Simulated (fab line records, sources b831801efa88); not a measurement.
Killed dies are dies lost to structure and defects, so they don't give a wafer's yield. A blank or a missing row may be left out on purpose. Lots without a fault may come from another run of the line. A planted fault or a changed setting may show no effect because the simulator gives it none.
Problem report in the 8D (eight disciplines) form, filled by code | flow sky130 | the parts of the form that need people (team, actions taken, sign-off) are left out

1. THE PROBLEM
cathode_dc_power_W at SKY_METAL4_SPUTTER_03 reads a mean of 2918.2 W on 2 wafers of 2 lots; wafers without a fault read 3000.0 W with a standard deviation of 0.51. That is -99 or more standard deviations from the usual mean.
The step: material Ti, target thk 5 nm, time 3.3 s.
First seen on wafer L428.5, day 44 23:13, on pvd_sputter-03. The record holds 42 wafers of 14 lots with a number at this step. Rule for "out", or "out of limits": more than 4 standard deviations from the usual mean. The other wafers with a number count as sound.

2. WHAT IT IS AND WHAT IT IS NOT
question                    | is                 | is not
which readings at this step | cathode_dc_power_W | throttle_valve_pct
which lots                  | L428, L429         | L411, L413, L414, L415, L416, L417, L418, L419, L421, L422, L423, L427
which wafers of those lots  | L428.5, L429.3     | L428.2, L428.4, L429.4, L429.5
read on which tools         | pvd_sputter-03     | pvd_sputter-01, pvd_sputter-02
when                        | from day 44 23:13  | up to then (38 sound wafers); but 2 sound wafers of L429 came after

3. SUSPECTS, AND WHAT RULES EACH OUT
Counting: a tool at a process step up to the reading stays a suspect if it ran every lot that is out. Sound lots after the first of them don't rule it out here, since some wafers of a struck lot are sound.
- pvd_sputter-03 at SKY_METAL4_SPUTTER_03 (material Ti, target thk 5 nm, time 3.3 s): kept. It ran every lot that is out, first L428 (day 44 23:13); its last sound lot up to then is L427 (day 44 21:46). Its own readings are out on those wafers: cathode_dc_power_W.
Left after counting: pvd_sputter-03 at SKY_METAL4_SPUTTER_03.

4. THE CAUSE (what the simulator had put in)
Process parameter drift: pvd_sputter-03, from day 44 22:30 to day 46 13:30, at SKY_METAL4_SPUTTER_03. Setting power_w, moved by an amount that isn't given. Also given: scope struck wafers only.
Counting left only this tool.

5. THE CHAIN OF EFFECTS, in route order
Each row: a reading whose mean over the struck wafers that have a number lies more than 3 standard deviations from the usual. Only readings for which the record gives a usual standard deviation are gone through. hours: the time from each lot's start at the first step in this table that gives one to its start at this step, as a median over the lots. sigmas: the change in usual standard deviations.
hours | step                  | reading            | usual    | on struck wafers | change | sigmas
0     | SKY_METAL4_SPUTTER_03 | cathode_dc_power_W | 3000.0 W | 2918.2           | -81.8  | -99 or more
The process steps in it:
- SKY_METAL4_SPUTTER_03: material Ti, target thk 5 nm, time 3.3 s.

6. WHAT WOULD HAVE CAUGHT IT SOONER
In this record the first reading out of limits was taken at day 44 23:13, 1 hour after the fault began at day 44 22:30.
